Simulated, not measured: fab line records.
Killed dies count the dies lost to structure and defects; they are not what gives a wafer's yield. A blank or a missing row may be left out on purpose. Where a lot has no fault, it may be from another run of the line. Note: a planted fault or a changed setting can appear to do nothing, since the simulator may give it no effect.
Problem report in the 8D (eight disciplines) form, filled by code -- flow sky130 -- the parts of the form that need people (team, actions taken, sign-off) are left out

1. THE ISSUE
run-length-s at SKY_GATE_OXIDE_WET_ETCH_12 reads a mean of 183 s on 6 wafers of 2 lots; wafers without a fault read 365 s with a standard deviation of 3.6. Measured from the usual mean, that is -51 standard deviations.
The step: etches SiO2 in dHF, target depth 16.8 nm, time 336 s.
The first sign was on wafer L202.1 at day 20 20:07, on wet-bench-04. The record holds 42 wafers of 14 lots with a number at this step. By rule, "out" or "out of limits" means more than 4 standard deviations away from the usual mean. The other wafers with a number count as sound.

2. WHAT IT IS AND WHAT IT IS NOT
question,is,is not
which readings at this step,run-length-s,bath-heat-duty-pct
which lots,"L202, L203","L182, L185, L186, L187, L188, L189, L190, L191, L192, L193, L196, L205"
which wafers of those lots,all that have a number,-
read on which tools,wet-bench-04,"wet-bench-01, wet-bench-02"
when,from day 20 20:07,up to then (33 sound wafers); but 3 sound wafers of L205 came after

3. THE SUSPECTS, EACH WITH WHAT RULES IT OUT
Counting: a tool at a process step up to the reading stays a suspect if it ran every lot that is out and no sound lot after the first of them.
- wet-bench-04 at SKY_GATE_OXIDE_WET_ETCH_12 (etches SiO2 in dHF, target depth 16.8 nm, time 336 s): kept. All lots that are out passed through it, beginning with L202 at day 20 20:07, and no sound lot followed; its final sound lot before that point was L192 at day 17 05:49. Its own readings are out on those wafers: run-length-s.
Remaining after the count: wet-bench-04 at SKY_GATE_OXIDE_WET_ETCH_12.

4. THE CAUSE (what the simulator had put in)
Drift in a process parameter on wet-bench-04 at SKY_GATE_OXIDE_WET_ETCH_12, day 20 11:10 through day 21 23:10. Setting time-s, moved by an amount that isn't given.
The count eliminated every tool but this one.

5. THE EFFECT CHAIN, in route order
Rows list readings where the struck wafers' mean (over those with a number) sits beyond 3 standard deviations from the usual. Readings are gone through only where the record gives a usual standard deviation; hours: the median, over the lots, of the time from a lot's start at the first step in this table giving one to that lot's start at this step; sigmas: the change measured in usual standard deviations.
hours,step,reading,usual,on struck wafers,change,sigmas
0,SKY_GATE_OXIDE_WET_ETCH_12,run-length-s,365 s,183,-182,-51
704,SKY_PAD_OPEN_PROBE_99,killed-at-front-end,15,419,+404,+90
704,SKY_PAD_OPEN_PROBE_99,killed-dies,86,492,+406,+42
704,SKY_PAD_OPEN_PROBE_99,killed-on-rim,17,96,+79,+22
Process steps it contains:
- SKY_GATE_OXIDE_WET_ETCH_12: etches SiO2 in dHF, target depth 16.8 nm, time 336 s.
- SKY_PAD_OPEN_PROBE_99

6. HOW IT WOULD HAVE BEEN CAUGHT EARLIER
In this record no reading fell out of limits until day 20 20:07, 9 hours after the fault had begun at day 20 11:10.
